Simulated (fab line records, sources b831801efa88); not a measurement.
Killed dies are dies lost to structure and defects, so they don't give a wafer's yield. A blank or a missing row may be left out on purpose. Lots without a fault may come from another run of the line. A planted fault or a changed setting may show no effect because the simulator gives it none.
Which tool did it? | flow gf180mcu | 6 lots, 18 wafers sampled, at 3 steps of a route of 602

WHAT THE GAUGES READ, wafer by wafer
GF_HV_LDD_TW_MEAS_50.
lot  | measured     | on            | HV_LDD_4_TW
L899 | day 13 00:31 | film_metro-03 | 567 565 570
L902 | day 13 22:14 | film_metro-03 | 30 30 30 30 30 30
L904 | day 14 17:09 | film_metro-01 | 582 580 582
L912 | day 17 11:55 | film_metro-04 | 573 571 572
L914 | day 18 04:50 | film_metro-01 | 579 577 578
L919 | day 19 18:56 | film_metro-03 | 562 561 563

WHICH TOOL RAN EACH LOT (tool, then ch and the chambers of the sampled wafers, then the start)
lot  | GF_HV_LDD_STRIP_37                   | GF_HV_LDD_STRIP_49
L899 | plasma_asher-04 ch 0,1, day 12 04:28 | plasma_asher-04 ch 0,1, day 13 00:25
L902 | plasma_asher-02 ch 0,1, day 13 01:55 | plasma_asher-04 ch 0,1, day 13 22:07
L904 | plasma_asher-04 ch 0,1, day 13 19:09 | plasma_asher-01 ch 0,1, day 14 17:03
L912 | plasma_asher-01 ch 0,1, day 16 12:13 | plasma_asher-01 ch 0,1, day 17 11:49
L914 | plasma_asher-04 ch 0,1, day 17 05:02 | plasma_asher-02 ch 0,1, day 18 04:44
L919 | plasma_asher-04 ch 0,1, day 18 17:50 | plasma_asher-04 ch 0,1, day 19 18:50
- GF_HV_LDD_STRIP_37: strips in O2/N2.
- GF_HV_LDD_STRIP_49: strips in O2/N2.

THE ANSWER, worked out from the rows above alone
Rule: what is usual is taken from the lots themselves. Put in order of their means at a reading, lots are off if they are a third of the lots or fewer, leave a main group of 4 or more, and stand apart from it by a gap of 3 or more times the standard deviation of the main group's means; of several such gaps the widest counts. A main group whose means are all the same, to the digits that the tables above print for the reading, isn't used. A lot without any number at a reading at which 4 lots or more have one is off too. The other lots that the step has rows for count as sound.
Off: L902, at GF_HV_LDD_TW_MEAS_50 (HV_LDD_4_TW). The main group: mean 572, standard deviation 7.
A tool fits if, at a process step before that reading, it ran every lot that is off, and no sound lot after the first of them. The gauges at GF_HV_LDD_TW_MEAS_50 are tried like those tools. One fits: plasma_asher-02 at GF_HV_LDD_STRIP_37. It ran no sound lot before its first lot that is off in this sample, so the start can't be narrowed down.

WHAT THE SIMULATOR HAD PUT IN
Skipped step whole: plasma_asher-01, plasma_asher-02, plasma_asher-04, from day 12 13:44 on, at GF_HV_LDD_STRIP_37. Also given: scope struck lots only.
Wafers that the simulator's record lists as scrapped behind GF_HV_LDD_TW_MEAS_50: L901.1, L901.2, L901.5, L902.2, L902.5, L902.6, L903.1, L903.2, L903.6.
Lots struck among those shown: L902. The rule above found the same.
